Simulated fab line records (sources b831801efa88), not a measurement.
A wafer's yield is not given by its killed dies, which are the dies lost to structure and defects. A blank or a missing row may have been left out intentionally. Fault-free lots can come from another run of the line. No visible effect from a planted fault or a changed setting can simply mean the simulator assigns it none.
fab line records	flow gf180mcu
[record] lots = 24	wafers = 72	lastDay = 34
route steps=602 shown VT_IMPLANT@108 POLY_GATE@170 CONTACT@302 M1@331 M3@415 V4@480
lots with no fault: from the same line, run without faults
startH: start of the lot's first displayed wafer, in hours after the record's first day	waitH: how many hours have passed since the lot's step before this one	" unchanged from the row above	L1.1+2: several wafers, shown together as one row	- no value, or no start was given	* or withheld: withheld	< > ~ a bound
route shown NAME@n: NAME is a module with steps in the file, n the number in the route of the first one	usual: mean and standard deviation over wafers with no fault	same: alike in all rows	chamber/n: place in a boat	sites: each site's reading	_std_site: how widely they spread, as a standard deviation	_edge_site: the outer-site mean with the inner-site mean subtracted	radiusMm: how far each site lies from the wafer's centre	mask NAME#n: copy n	behind: the last tool/chamber to shape the wafer	hold: reason for holding the lot/hours on hold/outcome of the hold	device: transistor that didn't switch, given as n, p or np	end of line: the tests these same wafers got at the end of their route	step lacking rows: just its recipe	killed: the dies lost at the first sort to structure and to defects; this is not the yield of the wafer	map: per-die view of a wafer (x killed, . not killed, _ where there is no die)
set.NAME: the run value of the setting; set.NAME@STEP: its run value at that earlier step	model.NAME: the simulator's own value behind a step, which no gauge read
route steps across a sampled set of lots; one table per step, one row per wafer
services: from which hour (startH, from the record's first day; less than 0 if before it) a tool's chamber was out of use, for how many hours, and why
[[steps]]
[step GF_VT_IMPLANT_OVL_MEAS_18]
[usual] VT_IMPLANT_01_OVL = -0.2/1.4
lot.wafer	tool	chamber	startH	waitH	VT_IMPLANT_01_OVL[nm]
L074.1	overlay-01	-	125.51	0.1	-0.4
L074.3	"	-	"	"	0.6
L074.4	"	-	"	"	1.7
L075.1	overlay-02	-	131.83	0.1	1.8
L075.3	"	-	"	"	-0.6
L075.4	"	-	"	"	0.5
L076.1	overlay-02	-	137.96	0.1	-0.2
L076.3	"	-	"	"	0.9
L076.6	"	-	"	"	-0.2
L077.3	overlay-02	-	145.84	0.1	-0.4
L077.4	"	-	"	"	-1.2
L077.5	"	-	"	"	-2.7
L078.1	overlay-02	-	152.31	0.1	-0.6
L078.4	"	-	"	"	1.2
L078.6	"	-	"	"	0.7
L079.2	overlay-02	-	157.31	0.1	-0.4
L079.5	"	-	"	"	1.1
L079.6	"	-	"	"	0.1
L080.3	overlay-01	-	164.39	0.1	2.1
L080.5	"	-	"	"	0.3
L080.6	"	-	"	"	2.1
L081.4	overlay-01	-	171.37	0.1	-2.2
L081.5	"	-	"	"	-2.4
L081.6	"	-	"	"	-0.8
L082.1	overlay-01	-	179.78	0.1	-1.3
L082.2	"	-	"	"	-1.5
L082.4	"	-	"	"	-0.1
L083.1	overlay-01	-	183.26	0.1	-0.3
L083.3	"	-	"	"	-0.2
L083.6	"	-	"	"	0.8
L084.1	overlay-02	-	189.18	0.1	-0.2
L084.5	"	-	"	"	0.0
L084.6	"	-	"	"	-0.6
L085.3	overlay-01	-	192.69	0.1	-1.3
L085.5	"	-	"	"	0.8
L085.6	"	-	"	"	0.5
L086.1	overlay-02	-	200.26	0.1	1.0
L086.2	"	-	"	"	0.1
L086.6	"	-	"	"	0.0
L087.3	overlay-02	-	206.24	0.1	-0.6
L087.4	"	-	"	"	0.6
L087.5	"	-	"	"	0.9
L088.3	overlay-01	-	220.89	0.1	0.9
L088.5	"	-	"	"	-0.7
L088.6	"	-	"	"	2.3
L089.2	overlay-02	-	227.96	0.1	1.9
L089.3	"	-	"	"	1.8
L089.5	"	-	"	"	-0.7
L090.1	overlay-01	-	229.53	0.1	-3.0
L090.2	"	-	"	"	-3.4
L090.3	"	-	"	"	-0.8
L091.2	overlay-01	-	234.76	0.1	0.6
L091.5	"	-	"	"	1.7
L091.6	"	-	"	"	0.6
L092.1	overlay-01	-	244.21	0.1	0.6
L092.2	"	-	"	"	-2.1
L092.5	"	-	"	"	1.0
L093.4	overlay-02	-	251.72	0.1	2.4
L093.5	"	-	"	"	0.1
L093.6	"	-	"	"	1.5
L094.4	overlay-01	-	255.77	0.1	-2.0
L094.5	"	-	"	"	0.1
L094.6	"	-	"	"	-0.2
L095.1	overlay-01	-	264.93	0.1	-2.1
L095.4	"	-	"	"	-1.1
L095.5	"	-	"	"	-1.7
L096.1	overlay-01	-	265.16	0.1	0.9
L096.2	"	-	"	"	1.3
L096.3	"	-	"	"	0.0
L097.1	overlay-02	-	270.81	0.1	-1.9
L097.3	"	-	"	"	-2.7
L097.5	"	-	"	"	-1.0
[step GF_POLY_GATE_ETCH_13]
[recipe] target = poly-Si	targetDepthNm = 198.5	stopOn = SiO2	overEtchFrac = 0.403	chemistry = HBr/Cl2	icpW = 400	biasW = 100	pressureMtorr = 10	HBr_flow_sccm = 150	Cl2_flow_sccm = 50	timeS = 69.6
[usual] drypumpMotorCurrentA = 5.7/0.32	oesProductAu = 0.986/0.0095	throttleValvePct = 33.685/0.0082
lot.wafer	tool	chamber	startH	waitH	drypumpMotorCurrentA	oesProductAu	rfHoursCounterH	throttleValvePct
L074.1	rieSi-01	1	195.83	-	5.7	0.987	121	33.698
L074.3	"	3	"	"	5.4	0.983	117	33.697
L074.4	"	3	"	"	5.4	0.997	-	33.671
L075.1	rieSi-01	3	202.98	-	5.4	0.987	117	33.691
L075.3	"	1	"	"	5.7	0.995	121	33.678
L075.4	"	0	"	"	5.5	0.982	-	33.690
L076.1	rieSi-01	0	210.09	-	5.5	0.991	4	33.672
L076.3	"	3	"	"	5.4	0.993	117	33.679
L076.6	"	2	"	"	6.3	0.991	-	33.673
L077.3	rieSi-02	1	218.52	-	5.6	0.994	1	33.691
L077.4	"	3	"	"	5.7	0.994	3	33.692
L077.5	"	2	"	"	6.1	0.971	-	33.685
L078.1	rieSi-01	3	227.36	-	5.4	0.986	117	33.692
L078.4	"	3	"	"	5.4	0.981	-	33.699
L078.6	"	2	"	"	6.3	0.988	-	33.676
L079.2	rieSi-01	0	231.44	-	5.5	0.983	4	33.671
L079.5	"	2	"	"	6.3	0.998	-	33.677
L079.6	"	1	"	"	5.7	0.984	-	33.676
L080.3	rieSi-01	1	240.18	-	5.7	0.995	0	33.678
L080.5	"	2	"	"	6.3	0.995	-	33.702
L080.6	"	0	"	"	5.4	0.983	-	33.673
L081.4	rieSi-02	3	248.54	-	5.7	0.988	3	33.685
L081.5	"	1	"	"	5.6	0.998	-	33.685
L081.6	"	2	"	"	6.1	0.967	-	33.677
L082.1	rieSi-02	1	255.13	-	5.6	0.997	2	33.683
L082.2	"	2	"	"	6.1	0.972	46	33.678
L082.4	"	3	"	"	5.7	0.990	3	33.679
L083.1	rieSi-01	0	263.89	-	5.5	0.982	5	33.677
L083.3	"	1	"	"	5.8	0.991	0	33.689
L083.6	"	1	"	"	5.7	0.985	-	33.700
L084.1	rieSi-01	1	267.74	-	5.7	0.995	0	33.696
L084.5	"	0	"	"	5.5	0.986	-	33.675
L084.6	"	1	"	"	5.7	0.994	-	33.684
L085.3	rieSi-02	1	271.78	-	5.6	0.991	2	33.687
L085.5	"	3	"	"	5.7	0.990	-	33.678
L085.6	"	2	"	"	6.1	0.975	-	33.675
L086.1	rieSi-01	2	280.09	-	6.3	0.976	1	33.682
L086.2	"	1	"	"	5.7	0.979	1	33.682
L086.6	"	3	"	"	5.4	0.975	-	33.687
L087.3	rieSi-01	1	286.84	-	5.7	0.994	1	33.687
L087.4	"	2	"	"	6.4	0.981	1	33.681
L087.5	"	3	"	"	5.4	0.986	-	33.694
L088.3	rieSi-02	1	306.77	-	5.6	0.991	2	33.688
L088.5	"	1	"	"	5.6	0.994	-	33.686
L088.6	"	0	"	"	5.5	0.981	-	33.688
L089.2	rieSi-02	1	311.38	-	5.6	0.993	2	33.685
L089.3	"	2	"	"	6.1	0.984	47	33.679
L089.5	"	2	"	"	6.1	0.977	-	33.684
L090.1	rieSi-02	3	314.18	-	5.7	1.000	4	33.686
L090.2	"	2	"	"	6.1	0.975	47	33.681
L090.3	"	0	"	"	5.5	0.995	26	33.688
L091.2	rieSi-01	1	317.68	-	5.7	0.991	1	33.691
L091.5	"	1	"	"	5.7	0.991	-	33.690
L091.6	"	0	"	"	5.5	0.982	-	33.686
L092.1	rieSi-02	1	329.97	-	5.6	1.001	2	33.687
L092.2	"	3	"	"	5.7	0.996	4	33.693
L092.5	"	3	"	"	5.7	1.001	-	33.693
L093.4	rieSi-01	1	339.52	-	5.7	0.990	1	33.674
L093.5	"	3	"	"	5.4	0.974	-	33.694
L093.6	"	2	"	"	6.3	0.995	-	33.671
L094.4	rieSi-01	2	342.22	-	6.4	0.990	1	33.691
L094.5	"	3	"	"	5.4	0.968	-	33.688
L094.6	"	2	"	"	6.4	0.987	-	33.690
L095.1	rieSi-02	3	353.72	-	5.7	0.994	4	33.678
L095.4	"	0	"	"	5.5	0.989	26	33.686
L095.5	"	1	"	"	5.6	0.995	-	33.709
L096.1	rieSi-01	3	355.17	-	5.4	0.977	1	33.696
L096.2	"	2	"	"	6.4	0.999	2	33.691
L096.3	"	1	"	"	5.7	0.998	1	33.685
L097.1	rieSi-02	1	360.27	-	5.5	0.992	3	33.687
L097.3	"	3	"	"	5.7	1.000	4	33.670
L097.5	"	0	"	"	5.5	0.989	-	33.692
[step GF_CONTACT_OVL_MEAS_15]
[usual] CONTACT_OVL = 0/5
lot.wafer	tool	chamber	startH	waitH	CONTACT_OVL[nm]
L074.1	overlay-02	-	357.99	0.1	-5
L074.3	"	-	"	"	-4
L074.4	"	-	"	"	-6
L075.1	overlay-01	-	371.54	0.1	-7
L075.3	"	-	"	"	-10
L075.4	"	-	"	"	-6
L076.1	overlay-01	-	380.82	0.1	-2
L076.3	"	-	"	"	2
L076.6	"	-	"	"	1
L077.3	overlay-01	-	389.15	0.1	8
L077.4	"	-	"	"	5
L077.5	"	-	"	"	2
L078.1	overlay-01	-	400.58	0.1	3
L078.4	"	-	"	"	5
L078.6	"	-	"	"	2
L079.2	overlay-02	-	409.14	0.1	2
L079.5	"	-	"	"	1
L079.6	"	-	"	"	4
L080.3	overlay-02	-	417.69	0.1	-6
L080.5	"	-	"	"	1
L080.6	"	-	"	"	-4
L081.4	overlay-01	-	428.64	0.1	0
L081.5	"	-	"	"	-5
L081.6	"	-	"	"	-2
L082.1	overlay-01	-	435.03	0.1	-1
L082.2	"	-	"	"	-4
L082.4	"	-	"	"	-3
L083.1	overlay-02	-	450.44	0.1	-6
L083.3	"	-	"	"	-4
L083.6	"	-	"	"	-5
L084.1	overlay-01	-	453.08	0.1	-1
L084.5	"	-	"	"	2
L084.6	"	-	"	"	0
L085.3	overlay-01	-	455.99	0.1	-9
L085.5	"	-	"	"	-10
L085.6	"	-	"	"	-5
L086.1	overlay-01	-	468.84	0.1	-2
L086.2	"	-	"	"	18
L086.6	"	-	"	"	4
L087.3	overlay-02	-	480.10	0.1	-3
L087.4	"	-	"	"	-3
L087.5	"	-	"	"	0
L088.3	overlay-02	-	499.64	0.1	-2
L088.5	"	-	"	"	-3
L088.6	"	-	"	"	-4
L089.2	overlay-02	-	503.63	0.1	4
L089.3	"	-	"	"	5
L089.5	"	-	"	"	1
L090.1	overlay-02	-	506.44	0.1	0
L090.2	"	-	"	"	-3
L090.3	"	-	"	"	1
L091.2	overlay-02	-	511.88	0.1	1
L091.5	"	-	"	"	-3
L091.6	"	-	"	"	4
L092.1	overlay-01	-	523.47	0.1	-4
L092.2	"	-	"	"	-2
L092.5	"	-	"	"	-5
L094.4	overlay-02	-	537.15	0.1	1
L094.5	"	-	"	"	8
L094.6	"	-	"	"	1
L093.4	overlay-02	-	537.84	0.1	-5
L093.5	"	-	"	"	4
L093.6	"	-	"	"	3
L095.1	overlay-01	-	550.98	0.1	2
L095.4	"	-	"	"	0
L095.5	"	-	"	"	-2
L096.1	overlay-02	-	551.63	0.1	2
L096.2	"	-	"	"	2
L096.3	"	-	"	"	3
L097.1	overlay-02	-	555.58	0.1	-4
L097.3	"	-	"	"	-8
L097.5	"	-	"	"	-9
[step GF_M1_METAL_ETCH_16]
[recipe] chemistry = Cl2/BCl3	maskMaterial = KrF	targetDepthNm = 627.5	stopOn = SiO2	pressureMtorr = 8	icpW = 800	biasW = 140	Cl2_flow_sccm = 80	bcl3FlowSccm = 40	timeS = 104.6
[usual] bcl3FlowSccm = 40.02/0.13	drypumpMotorCurrentA = 5.9/0.31	oesProductAu = 0.973/0.0064	throttleValvePct = 28.250/0.01
lot.wafer	tool	chamber	startH	waitH	bcl3FlowSccm	drypumpMotorCurrentA	oesProductAu	rfHoursCounterH	throttleValvePct
L074.1	rieMetal-01	0	382.27	0.0	40.16	6.4	0.979	5.3	28.230
L074.3	"	1	"	"	39.99	6.1	0.970	-	28.248
L074.4	"	0	"	"	40.03	6.3	0.968	-	28.267
L075.1	rieMetal-01	1	396.41	0.0	40.14	6.0	0.960	6.6	28.255
L075.3	"	0	"	"	39.86	6.4	0.968	-	28.247
L075.4	"	1	"	"	39.97	6.1	0.972	-	28.258
L076.1	rieMetal-03	0	404.86	0.0	40.18	5.3	0.974	2.8	28.223
L076.3	"	1	"	"	40.02	5.9	0.959	-	28.259
L076.6	"	0	"	"	40.22	5.3	0.969	-	28.250
L077.3	rieMetal-03	0	414.15	0.1	39.81	5.3	0.977	-	28.240
L077.4	"	1	"	"	39.93	5.9	0.968	-	28.238
L077.5	"	0	"	"	40.00	5.3	0.971	-	28.236
L078.1	rieMetal-03	1	425.91	0.0	40.12	5.9	0.970	2.6	28.260
L078.4	"	0	"	"	40.21	5.3	0.973	-	28.273
L078.6	"	1	"	"	40.28	5.9	0.956	-	28.248
L079.2	rieMetal-02	0	435.42	0.0	40.01	5.9	0.974	7.4	28.242
L079.5	"	1	"	"	40.12	5.7	0.978	-	28.253
L079.6	"	0	"	"	39.89	6.0	0.966	-	28.253
L080.3	rieMetal-02	0	443.37	0.1	39.89	5.9	0.977	-	28.258
L080.5	"	1	"	"	39.82	5.7	0.973	-	28.265
L080.6	"	0	"	"	40.15	5.9	0.970	-	28.245
L081.4	rieMetal-02	1	455.10	0.0	40.14	5.7	0.971	-	28.248
L081.5	"	1	"	"	40.14	5.7	0.973	-	28.251
L081.6	"	0	"	"	40.01	5.9	0.980	-	28.241
L082.1	rieMetal-01	0	460.92	0.0	39.77	6.4	0.956	7.0	28.255
L082.2	"	1	"	"	39.97	6.1	0.971	8.1	28.252
L082.4	"	0	"	"	39.91	6.4	0.968	-	28.259
L083.1	rieMetal-01	0	476.01	0.0	39.94	6.3	0.975	7.3	28.245
L083.3	"	0	"	"	39.86	6.4	0.982	-	28.242
L083.6	"	0	"	"	39.88	6.4	0.972	-	28.262
L084.1	rieMetal-02	1	478.83	0.0	39.98	5.7	0.963	8.3	28.248
L084.5	"	0	"	"	40.14	5.9	0.969	-	28.240
L084.6	"	1	"	"	39.90	5.7	0.978	-	28.249
L085.3	rieMetal-01	1	482.10	0.1	39.93	6.1	0.964	-	28.260
L085.5	"	0	"	"	39.93	6.3	0.964	-	28.258
L085.6	"	1	"	"	40.05	6.1	0.977	-	28.255
L086.1	rieMetal-02	1	494.38	0.0	39.99	5.7	0.974	8.7	28.260
L086.2	"	0	"	"	40.12	6.0	0.979	8.7	28.246
L086.6	"	0	"	"	39.89	6.0	0.982	-	28.242
L087.3	rieMetal-02	1	505.40	0.1	39.73	5.7	0.970	-	28.257
L087.4	"	0	"	"	40.07	6.0	0.984	-	28.248
L087.5	"	0	"	"	39.95	5.9	0.973	-	28.258
L088.3	rieMetal-03	0	523.89	0.1	40.13	5.3	0.976	-	28.242
L088.5	"	0	"	"	40.14	5.3	0.976	-	28.262
L088.6	"	1	"	"	40.08	5.9	0.977	-	28.248
L089.2	rieMetal-03	0	528.61	0.0	39.99	5.3	0.976	5.8	28.243
L089.3	"	1	"	"	40.13	5.9	0.976	-	28.243
L089.5	"	0	"	"	40.01	5.3	0.970	-	28.262
L090.1	rieMetal-02	1	530.76	0.0	40.07	5.7	0.973	9.6	28.242
L090.2	"	0	"	"	39.93	6.0	0.969	9.6	28.244
L090.3	"	1	"	"	40.07	5.7	0.966	-	28.264
L091.2	rieMetal-02	1	536.51	0.0	39.96	5.7	0.967	9.9	28.244
L091.5	"	1	"	"	39.95	5.7	0.965	-	28.251
L091.6	"	0	"	"	39.87	6.0	0.972	-	28.258
L092.1	rieMetal-01	1	548.21	0.0	40.22	6.1	0.980	9.5	28.244
L092.2	"	0	"	"	40.07	6.3	0.974	8.4	28.245
L092.5	"	1	"	"	40.06	6.1	0.975	-	28.247
L094.4	rieMetal-01	0	561.42	0.0	40.15	6.4	0.971	-	28.237
L094.5	"	1	"	"	40.19	6.1	0.980	-	28.256
L094.6	"	0	"	"	40.22	6.3	0.977	-	28.227
L093.4	rieMetal-03	0	562.12	0.0	39.90	5.3	0.986	-	28.252
L093.5	"	0	"	"	39.97	5.3	0.973	-	28.225
L093.6	"	1	"	"	40.08	5.9	0.977	-	28.257
L095.1	rieMetal-03	0	574.39	0.0	40.19	5.3	0.987	7.0	28.249
L095.4	"	1	"	"	40.03	5.9	0.977	-	28.251
L095.5	"	1	"	"	40.07	5.9	0.969	-	28.243
L096.1	rieMetal-02	0	575.08	0.0	40.26	5.9	0.966	10.6	28.274
L096.2	"	0	"	"	40.31	6.0	0.984	-	28.228
L096.3	"	0	"	"	40.11	6.0	0.975	-	28.251
L097.1	rieMetal-03	1	579.13	0.0	39.88	5.9	0.976	6.6	28.267
L097.3	"	1	"	"	40.04	5.9	0.976	-	28.245
L097.5	"	0	"	"	39.94	5.3	0.970	-	28.260
[step GF_M3_THK_MEAS_06]
[recipe] thkMeasGauge = xrf	reads = AlCu_of_M3_SPUTTER_02
[usual] M3_ALCU_THK = 451/7.1
lot.wafer	tool	chamber	startH	waitH	M3_ALCU_THK[nm]
L074.1	filmMetro-01	-	460.70	0.1	465
L074.3	"	-	"	"	461
L074.4	"	-	"	"	458
L075.1	filmMetro-01	-	475.56	0.1	454
L075.3	"	-	"	"	450
L075.4	"	-	"	"	450
L076.1	filmMetro-01	-	483.62	0.1	443
L076.3	"	-	"	"	450
L076.6	"	-	"	"	448
L077.3	filmMetro-04	-	492.98	0.1	446
L077.4	"	-	"	"	436
L077.5	"	-	"	"	435
L078.1	filmMetro-04	-	504.57	0.1	454
L078.4	"	-	"	"	447
L078.6	"	-	"	"	451
L079.2	filmMetro-04	-	513.97	0.1	462
L079.5	"	-	"	"	450
L079.6	"	-	"	"	455
L080.3	filmMetro-04	-	521.62	0.1	444
L080.5	"	-	"	"	443
L080.6	"	-	"	"	441
L081.4	filmMetro-02	-	531.65	0.1	450
L081.5	"	-	"	"	464
L081.6	"	-	"	"	463
L082.1	filmMetro-01	-	536.87	0.1	448
L082.2	"	-	"	"	451
L082.4	"	-	"	"	446
L083.1	filmMetro-01	-	552.66	0.1	452
L083.3	"	-	"	"	446
L083.6	"	-	"	"	452
L084.1	filmMetro-04	-	554.47	0.1	456
L084.5	"	-	"	"	452
L084.6	"	-	"	"	442
L085.3	filmMetro-02	-	557.95	0.1	452
L085.5	"	-	"	"	446
L085.6	"	-	"	"	452
L086.1	filmMetro-01	-	568.68	0.1	452
L086.2	"	-	"	"	456
L086.6	"	-	"	"	446
L087.3	filmMetro-01	-	579.58	0.1	441
L087.4	"	-	"	"	437
L087.5	"	-	"	"	442
L088.3	filmMetro-04	-	596.87	0.1	446
L088.5	"	-	"	"	455
L088.6	"	-	"	"	442
L089.2	filmMetro-04	-	601.78	0.1	447
L089.3	"	-	"	"	447
L089.5	"	-	"	"	451
L090.1	filmMetro-04	-	603.27	0.1	456
L090.2	"	-	"	"	452
L090.3	"	-	"	"	453
L091.2	filmMetro-02	-	608.93	0.1	463
L091.5	"	-	"	"	447
L091.6	"	-	"	"	467
L092.1	filmMetro-01	-	618.79	0.1	461
L092.2	"	-	"	"	454
L092.5	"	-	"	"	456
L094.4	filmMetro-02	-	629.99	0.1	459
L094.5	"	-	"	"	471
L094.6	"	-	"	"	456
L093.4	filmMetro-04	-	631.68	0.1	448
L093.5	"	-	"	"	452
L093.6	"	-	"	"	441
L095.1	filmMetro-01	-	642.12	0.1	452
L095.4	"	-	"	"	457
L095.5	"	-	"	"	455
L096.1	filmMetro-04	-	643.61	0.1	447
L096.2	"	-	"	"	451
L096.3	"	-	"	"	452
L097.1	filmMetro-04	-	647.01	0.1	449
L097.3	"	-	"	"	457
L097.5	"	-	"	"	451
[step GF_V4_CMP_04]
[recipe] material = SiO2	downForcePsi = 4	platenRpm = 60	padVelocityMS = 0.94248
[usual] motorCurrentA = 12.3/1	timeToEndpointS = 80/6.1
lot.wafer	tool	chamber	startH	waitH	motorCurrentA	timeToEndpointS
L074.4	cmp-02	2	535.38	0.0	11.1	84
L074.1	"	3	"	"	13.2	79
L074.3	"	1	"	"	11.0	75
L075.4	cmp-01	1	548.30	0.1	10.6	85
L075.3	"	2	"	"	12.2	74
L075.1	"	3	"	"	13.5	81
L076.3	cmp-02	0	557.58	0.1	14.0	71
L076.1	"	2	"	"	10.9	80
L076.6	"	3	"	"	12.8	78
L077.4	cmp-02	3	565.42	0.1	13.1	84
L077.3	"	0	"	"	13.6	77
L077.5	"	2	"	"	11.6	80
L078.1	cmp-01	3	576.57	0.1	12.8	73
L078.4	"	2	"	"	12.2	82
L078.6	"	3	"	"	12.6	82
L079.2	cmp-02	3	586.20	0.1	13.4	84
L079.6	"	1	"	"	12.1	83
L079.5	"	2	"	"	10.9	88
L080.3	cmp-01	2	592.43	0.1	12.5	73
L080.5	"	1	"	"	10.3	83
L080.6	"	2	"	"	11.8	82
L081.4	cmp-01	1	601.68	0.2	10.0	74
L081.6	"	2	"	"	12.1	72
L081.5	"	3	"	"	12.9	77
L082.4	cmp-02	1	606.83	0.0	11.4	83
L082.1	"	3	"	"	13.7	87
L082.2	"	0	"	"	14.4	70
L083.3	cmp-02	0	621.23	0.1	13.8	84
L083.1	"	1	"	"	11.5	87
L083.6	"	3	"	"	12.5	94
L084.1	cmp-01	2	622.82	0.1	12.6	71
L084.5	"	2	"	"	12.3	86
L084.6	"	3	"	"	13.1	83
L085.3	cmp-01	0	626.23	0.2	12.6	91
L085.5	"	1	"	"	10.9	78
L085.6	"	2	"	"	12.1	91
L086.1	cmp-01	3	635.53	0.1	13.4	72
L086.2	"	2	"	"	11.9	79
L086.6	"	3	"	"	12.4	85
L087.4	cmp-02	0	645.89	0.1	13.4	69
L087.3	"	2	"	"	11.3	81
L087.5	"	3	"	"	13.5	86
L088.3	cmp-01	3	662.64	0.1	13.4	75
L088.5	"	1	"	"	11.0	75
L088.6	"	2	"	"	12.6	84
L089.2	cmp-01	0	666.28	0.1	12.4	83
L089.3	"	1	"	"	10.8	71
L089.5	"	0	"	"	12.2	84
L090.1	cmp-02	2	668.27	0.1	11.4	90
L090.3	"	0	"	"	14.2	77
L090.2	"	1	"	"	12.0	87
L091.2	cmp-01	3	672.76	0.1	13.3	78
L091.5	"	2	"	"	12.5	83
L091.6	"	3	"	"	12.4	82
L092.1	cmp-01	1	681.57	0.1	10.6	77
L092.2	"	2	"	"	12.3	77
L092.5	"	3	"	"	13.4	79
L094.4	cmp-01	2	691.64	0.2	12.1	78
L094.6	"	3	"	"	13.0	81
L094.5	"	0	"	"	12.4	79
L093.4	cmp-02	3	694.69	0.1	13.2	82
L093.6	"	1	"	"	11.9	82
L093.5	"	2	"	"	11.4	86
L095.4	cmp-02	2	703.93	0.0	11.0	90
L095.1	"	1	"	"	11.6	85
L095.5	"	2	"	"	11.1	84
L096.3	cmp-01	2	704.59	0.0	11.9	69
L096.2	"	0	"	"	11.8	77
L096.1	"	1	"	"	11.3	67
L097.3	cmp-01	1	707.73	0.0	11.2	78
L097.1	"	3	"	"	13.3	81
L097.5	"	1	"	"	10.5	83
[[services]]
tool	chamber	startH	hours	kind
cmp-02	-	184.33	1.1	repair
cmp-02	-	205.12	1.6	repair
cmp-01	-	217.79	2.6	repair
rieSi-01	3	220.15	1.5	repair
cmp-01	-	232.00	4.0	pm
cmp-01	-	271.53	8.4	pm
rieSi-01	2	271.89	1.8	repair
cmp-01	-	306.34	11.1	repair
cmp-01	-	317.39	2.5	repair
cmp-01	-	318.27	1.2	repair
cmp-01	-	360.82	12.8	pm
cmp-01	-	375.87	3.5	repair
cmp-01	-	379.67	2.1	repair
cmp-01	-	387.22	0.9	repair
cmp-01	-	399.80	5.3	pm
rieSi-01	3	419.22	151.0	repair
rieSi-01	0	517.97	4.4	repair
rieSi-01	0	548.24	5.0	repair
cmp-01	-	572.00	4.0	pm
rieSi-01	2	606.55	34.3	repair
rieSi-01	-	613.92	14.6	pm
cmp-01	-	645.28	4.5	pm
rieSi-01	3	674.84	3.5	repair
rieSi-01	2	694.30	4.9	repair
[[key]]
fault none
